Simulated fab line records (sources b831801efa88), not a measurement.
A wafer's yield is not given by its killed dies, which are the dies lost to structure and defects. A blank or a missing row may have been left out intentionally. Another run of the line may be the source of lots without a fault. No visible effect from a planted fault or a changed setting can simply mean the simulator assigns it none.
Shared-tool check -- flow sky130 -- Lots sampled 13, wafers sampled 39

## WHY IT WAS OPENED
At SKY_NWELL_RS_MEAS_29 the reading NWELL_RS is flagged on 3 of 13 lots. Fault-free wafers read 624.9 ohm/sq, with a standard deviation of 1.8.
Rule: a lot is flagged when every wafer of it that has a number lies more than 4 standard deviations from that mean, or none has a number. The other lots count as sound.

lot,measured,on,"NWELL_RS (ohm/sq), wafer by wafer",flag
L531,day 5 16:31,film_metro-03,624.8 625.3 624.2,
L534,day 6 10:20,film_metro-03,625.3 625.3 624.0,
L535,day 6 13:17,film_metro-01,624.7 623.7 626.1,
L538,day 7 09:22,film_metro-01,623.6 626.3 624.3,
L540,day 7 20:49,film_metro-02,623.3 624.3 625.7,
L543,day 8 13:06,film_metro-02,600.0 600.4 599.3,FLAGGED
L544,day 8 19:05,film_metro-03,600.4 600.2 600.5,FLAGGED
L546,day 9 08:33,film_metro-03,603.0 601.9 602.1,FLAGGED
L548,day 9 23:56,film_metro-01,625.5 625.9 626.3,
L550,day 10 09:49,film_metro-02,626.4 625.0 625.4,
L551,day 10 15:14,film_metro-01,625.4 624.8 622.5,
L552,day 10 20:31,film_metro-01,626.5 625.2 628.3,
L553,day 11 02:09,film_metro-02,627.4 627.6 624.7,
Average over the flagged lots: 600.9 ohm/sq; offset from the usual -24.0 ohm/sq, equal to -13 standard deviations.

## LOT BY LOT: THE TOOL USED
The record keeps 1 process step preceding the reading, out of 708 steps on the route. Cell contents, in order: the tool; ch with the chambers the sampled wafers went through; the start.
lot,flag,SKY_NWELL_IMPLANT_11
L531,,"implanter-03 ch 0, day 4 21:43"
L534,,"implanter-03 ch 0, day 5 14:31"
L535,,"implanter-04 ch 0, day 5 17:29"
L538,,"implanter-04 ch 0, day 6 13:07"
L540,,"implanter-04 ch 0, day 6 22:07"
L543,FLAGGED,"implanter-03 ch 0, day 7 16:20"
L544,FLAGGED,"implanter-03 ch 0, day 7 21:46"
L546,FLAGGED,"implanter-03 ch 0, day 8 10:27"
L548,,"implanter-02 ch 0, day 9 00:58"
L550,,"implanter-02 ch 0, day 9 10:25"
L551,,"implanter-02 ch 0, day 9 15:16"
L552,,"implanter-02 ch 0, day 9 21:13"
L553,,"implanter-04 ch 0, day 10 02:11"
These steps, and what they do:
- SKY_NWELL_IMPLANT_11
- SKY_NWELL_RS_MEAS_29: measures by four-point-probe.

## FLAGGED OVER TOTAL, TOOL BY TOOL (the gauges that took the reading come last)
step,tool,lots run,flagged,share of the flagged lots,sound lots run after its first flagged lot
SKY_NWELL_IMPLANT_11,implanter-02,4,0,none,-
SKY_NWELL_IMPLANT_11,implanter-03,5,3,all,0
SKY_NWELL_IMPLANT_11,implanter-04,4,0,none,-
SKY_NWELL_RS_MEAS_29,film_metro-01,5,0,none,-
SKY_NWELL_RS_MEAS_29,film_metro-02,4,1,some,"2 (L550,L553)"
SKY_NWELL_RS_MEAS_29,film_metro-03,4,2,some,0

## WHAT THE TABLE ALLOWS
Rows of the table that ran each flagged lot: 1, that is implanter-03 at SKY_NWELL_IMPLANT_11.
- implanter-03 at SKY_NWELL_IMPLANT_11: 3 of its 5 lots flagged. A fault beginning between L534 (day 5 14:31), its last sound lot, and L543 (day 7 16:20), its first flagged one, fits the data. Its own readings (beam_energy_keV) fall more than 4 standard deviations out on all wafers of the flagged lots.
Just one tool remains: implanter-03 at SKY_NWELL_IMPLANT_11.

## WHAT WAS PUT IN BY THE SIMULATOR
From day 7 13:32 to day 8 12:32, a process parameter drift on implanter-03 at SKY_NWELL_IMPLANT_11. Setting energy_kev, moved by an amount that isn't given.
Lots struck among those shown: L543, L544, L546. Same finding as the rule above.
